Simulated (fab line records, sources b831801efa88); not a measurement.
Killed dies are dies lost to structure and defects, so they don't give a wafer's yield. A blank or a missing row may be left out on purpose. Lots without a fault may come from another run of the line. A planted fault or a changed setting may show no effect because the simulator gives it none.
Problem report in the 8D (eight disciplines) form, filled by code | flow gf180mcu | the parts of the form that need people (team, actions taken, sign-off) are left out

1. THE PROBLEM
n2_flow_sccm at GF_HV_LDD_STRIP_49 reads a mean of 360.4 sccm on 2 wafers of 2 lots; wafers without a fault read 300.1 sccm with a standard deviation of 0.89. That is +68 standard deviations from the usual mean.
The step: strips in O2/N2.
First seen on wafer L260.6, day 15 16:53, on plasma_asher-03. The record holds 36 wafers of 12 lots with a number at this step. Rule for "out", or "out of limits": more than 4 standard deviations from the usual mean. The other wafers with a number count as sound.

2. WHAT IT IS AND WHAT IT IS NOT
question                    | is                | is not
which readings at this step | n2_flow_sccm      | drypump_motor_current_A, heater_power_w, o2_flow_sccm, oes_product_au, strip_time_to_endpoint_s
which lots                  | L260, L262        | L252, L253, L259, L266, L267, L270, L271, L272, L273, L274
which wafers of those lots  | L260.6, L262.1    | L260.1, L260.5, L262.2, L262.5
read on which tools         | plasma_asher-03   | plasma_asher-01, plasma_asher-02
when                        | from day 15 16:53 | up to then (11 sound wafers); but 23 sound wafers of L262, L266, L267, L270, L271, L272, L273, L274 came after

3. SUSPECTS, AND WHAT RULES EACH OUT
Counting: a tool at a process step up to the reading stays a suspect if it ran every lot that is out. Sound lots after the first of them don't rule it out here, since some wafers of a struck lot are sound.
- plasma_asher-03 at GF_HV_LDD_STRIP_49 (strips in O2/N2): kept. It ran every lot that is out, first L260 (day 15 16:53); its last sound lot up to then is L259 (day 15 07:54). Its own readings are out on those wafers: n2_flow_sccm.
- Within plasma_asher-03 at GF_HV_LDD_STRIP_49: the wafers that are out ran in chamber 0; their sound lot-mates ran in chamber 1.
Left after counting: plasma_asher-03 at GF_HV_LDD_STRIP_49.

4. THE CAUSE (what the simulator had put in)
Process parameter drift: plasma_asher-03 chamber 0, from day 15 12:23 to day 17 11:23, at GF_HV_LDD_STRIP_49. Setting n2_flow_sccm, moved by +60, from 300. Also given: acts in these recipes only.
Counting left only this tool.

5. THE CHAIN OF EFFECTS, in route order
Each row: a reading whose mean over the struck wafers that have a number lies more than 3 standard deviations from the usual. Only readings for which the record gives a usual standard deviation are gone through. hours: the time from each lot's start at the first step in this table that gives one to its start at this step, as a median over the lots. sigmas: the change in usual standard deviations.
hours | step               | reading      | usual      | on struck wafers | change | sigmas
0     | GF_HV_LDD_STRIP_49 | n2_flow_sccm | 300.1 sccm | 360.4            | +60.2  | +68
The process steps in it:
- GF_HV_LDD_STRIP_49: strips in O2/N2.

6. WHAT WOULD HAVE CAUGHT IT SOONER
In this record the first reading out of limits was taken at day 15 16:53, 4 hours after the fault began at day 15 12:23.
